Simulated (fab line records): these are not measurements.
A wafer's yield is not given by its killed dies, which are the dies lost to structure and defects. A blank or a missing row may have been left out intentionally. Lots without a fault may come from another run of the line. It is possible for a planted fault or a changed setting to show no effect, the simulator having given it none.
Commonality check across tools || flow sky130 || 39 wafers sampled across 9 lots

REASON IT WAS OPENED
Of 9 lots, 4 have the reading SD_N_TW flagged at SKY_SD_N_TW_MEAS_12. Fault-free wafers read 4011, with a standard deviation of 25.
Rule: a lot is flagged when every wafer of it that has a number lies more than 4 standard deviations from that mean, or none has a number. The other lots count as sound.

{"lot": "L557", "measured": "day 28 15:28", "on": "filmMetro-01", "SD_N_TW, wafer by wafer": "4034 4028 4052", "flag": ""}
{"lot": "L556", "measured": "day 28 17:37", "on": "filmMetro-01", "SD_N_TW, wafer by wafer": "4008 4016 4032", "flag": ""}
{"lot": "L558", "measured": "day 29 04:41", "on": "filmMetro-01", "SD_N_TW, wafer by wafer": "4017 4013 4020", "flag": ""}
{"lot": "L559", "measured": "day 29 07:44", "on": "filmMetro-03", "SD_N_TW, wafer by wafer": "3996 3973 3983", "flag": ""}
{"lot": "L560", "measured": "day 29 18:14", "on": "filmMetro-03", "SD_N_TW, wafer by wafer": "3968 3974 3991", "flag": ""}
{"lot": "L563", "measured": "day 30 10:55", "on": "filmMetro-03", "SD_N_TW, wafer by wafer": "3766 3755 3757 3775 3781 3788", "flag": "FLAGGED"}
{"lot": "L564", "measured": "day 30 19:31", "on": "filmMetro-02", "SD_N_TW, wafer by wafer": "3820 3811 3815 3829 3818 3826", "flag": "FLAGGED"}
{"lot": "L565", "measured": "day 31 03:31", "on": "filmMetro-03", "SD_N_TW, wafer by wafer": "3774 3789 3793 3757 3774 3773", "flag": "FLAGGED"}
{"lot": "L566", "measured": "day 31 07:35", "on": "filmMetro-03", "SD_N_TW, wafer by wafer": "3766 3788 3769 3769 3757 3781", "flag": "FLAGGED"}
Average over the flagged lots: 3785; offset from the usual -226, equal to -9 standard deviations.

WHICH TOOL EACH LOT WENT THROUGH
3 process steps preceding the reading are held in the record, out of 708 steps in the route. In each cell: the tool, then ch and the chambers that the sampled wafers went through, then the start.
{"lot": "L557", "flag": "", "SKY_POLY_CUT_ETCH_11": "rieDiel-03 ch 0,1, day 24 22:52", "SKY_SD_N_IMPLANT_09": "implanter-03 ch 0, day 28 15:07", "SKY_SD_N_STRIP_11": "plasmaAsher-02 ch 0,1, day 28 15:22"}
{"lot": "L556", "flag": "", "SKY_POLY_CUT_ETCH_11": "rieDiel-03 ch 0,1,2, day 25 01:40", "SKY_SD_N_IMPLANT_09": "implanter-01 ch 0, day 28 17:14", "SKY_SD_N_STRIP_11": "plasmaAsher-01 ch 0,1, day 28 17:31"}
{"lot": "L558", "flag": "", "SKY_POLY_CUT_ETCH_11": "rieDiel-04 ch 0,1,2, day 25 12:46", "SKY_SD_N_IMPLANT_09": "implanter-01 ch 0, day 29 04:17", "SKY_SD_N_STRIP_11": "plasmaAsher-01 ch 0,1, day 29 04:35"}
{"lot": "L559", "flag": "", "SKY_POLY_CUT_ETCH_11": "rieDiel-04 ch 1,2,3, day 25 15:23", "SKY_SD_N_IMPLANT_09": "implanter-01 ch 0, day 29 07:20", "SKY_SD_N_STRIP_11": "plasmaAsher-01 ch 0,1, day 29 07:38"}
{"lot": "L560", "flag": "", "SKY_POLY_CUT_ETCH_11": "rieDiel-03 ch 0,2,3, day 26 03:07", "SKY_SD_N_IMPLANT_09": "implanter-03 ch 0, day 29 17:50", "SKY_SD_N_STRIP_11": "plasmaAsher-04 ch 0,1, day 29 18:08"}
{"lot": "L563", "flag": "FLAGGED", "SKY_POLY_CUT_ETCH_11": "rieDiel-03 ch 1,2,3, day 26 20:53", "SKY_SD_N_IMPLANT_09": "implanter-01 ch 0, day 30 10:33", "SKY_SD_N_STRIP_11": "plasmaAsher-04 ch 0,1, day 30 10:49"}
{"lot": "L564", "flag": "FLAGGED", "SKY_POLY_CUT_ETCH_11": "rieDiel-04 ch 2,3, day 27 06:45", "SKY_SD_N_IMPLANT_09": "implanter-01 ch 0, day 30 19:09", "SKY_SD_N_STRIP_11": "plasmaAsher-01 ch 0,1, day 30 19:25"}
{"lot": "L565", "flag": "FLAGGED", "SKY_POLY_CUT_ETCH_11": "rieDiel-03 ch 1,2,3, day 27 14:43", "SKY_SD_N_IMPLANT_09": "implanter-01 ch 0, day 31 03:07", "SKY_SD_N_STRIP_11": "plasmaAsher-02 ch 0,1, day 31 03:25"}
{"lot": "L566", "flag": "FLAGGED", "SKY_POLY_CUT_ETCH_11": "rieDiel-03 ch 0,1, day 27 20:31", "SKY_SD_N_IMPLANT_09": "implanter-01 ch 0, day 31 07:13", "SKY_SD_N_STRIP_11": "plasmaAsher-01 ch 0,1, day 31 07:31"}
What these steps do:
- SKY_POLY_CUT_ETCH_11: etches Si3N4 in CF4/CH2F2/Ar, stops on poly-Si, time 42.5 s, target depth 60 nm.
- SKY_SD_N_IMPLANT_09
- SKY_SD_N_STRIP_11: strips in O2/N2.
- SKY_SD_N_TW_MEAS_12

FLAGGED OVER TOTAL, TOOL BY TOOL (the gauges that took the reading come last)
{"step": "SKY_POLY_CUT_ETCH_11", "tool": "rieDiel-03", "lots run": 6, "flagged": 3, "share of the flagged lots": "some", "sound lots run after its first flagged lot": 0}
{"step": "SKY_POLY_CUT_ETCH_11", "tool": "rieDiel-04", "lots run": 3, "flagged": 1, "share of the flagged lots": "some", "sound lots run after its first flagged lot": 0}
{"step": "SKY_SD_N_IMPLANT_09", "tool": "implanter-01", "lots run": 7, "flagged": 4, "share of the flagged lots": "all", "sound lots run after its first flagged lot": 0}
{"step": "SKY_SD_N_IMPLANT_09", "tool": "implanter-03", "lots run": 2, "flagged": 0, "share of the flagged lots": "none", "sound lots run after its first flagged lot": "-"}
{"step": "SKY_SD_N_STRIP_11", "tool": "plasmaAsher-01", "lots run": 5, "flagged": 2, "share of the flagged lots": "some", "sound lots run after its first flagged lot": 0}
{"step": "SKY_SD_N_STRIP_11", "tool": "plasmaAsher-02", "lots run": 2, "flagged": 1, "share of the flagged lots": "some", "sound lots run after its first flagged lot": 0}
{"step": "SKY_SD_N_STRIP_11", "tool": "plasmaAsher-04", "lots run": 2, "flagged": 1, "share of the flagged lots": "some", "sound lots run after its first flagged lot": 0}
{"step": "SKY_SD_N_TW_MEAS_12", "tool": "filmMetro-01", "lots run": 3, "flagged": 0, "share of the flagged lots": "none", "sound lots run after its first flagged lot": "-"}
{"step": "SKY_SD_N_TW_MEAS_12", "tool": "filmMetro-02", "lots run": 1, "flagged": 1, "share of the flagged lots": "some", "sound lots run after its first flagged lot": 0}
{"step": "SKY_SD_N_TW_MEAS_12", "tool": "filmMetro-03", "lots run": 5, "flagged": 3, "share of the flagged lots": "some", "sound lots run after its first flagged lot": 0}

WHAT THE TABLE ALLOWS
Rows of the table that ran each flagged lot: 1, that is implanter-01 at SKY_SD_N_IMPLANT_09.
- implanter-01 at SKY_SD_N_IMPLANT_09 ran 7 lots, 4 of them flagged. It ran its last sound lot, L559, at day 29 07:20 and its first flagged lot, L563, at day 30 10:33: a fault with its onset between the two fits.
implanter-01 at SKY_SD_N_IMPLANT_09 is the single tool remaining.

WHAT THE SIMULATOR HAD PUT IN
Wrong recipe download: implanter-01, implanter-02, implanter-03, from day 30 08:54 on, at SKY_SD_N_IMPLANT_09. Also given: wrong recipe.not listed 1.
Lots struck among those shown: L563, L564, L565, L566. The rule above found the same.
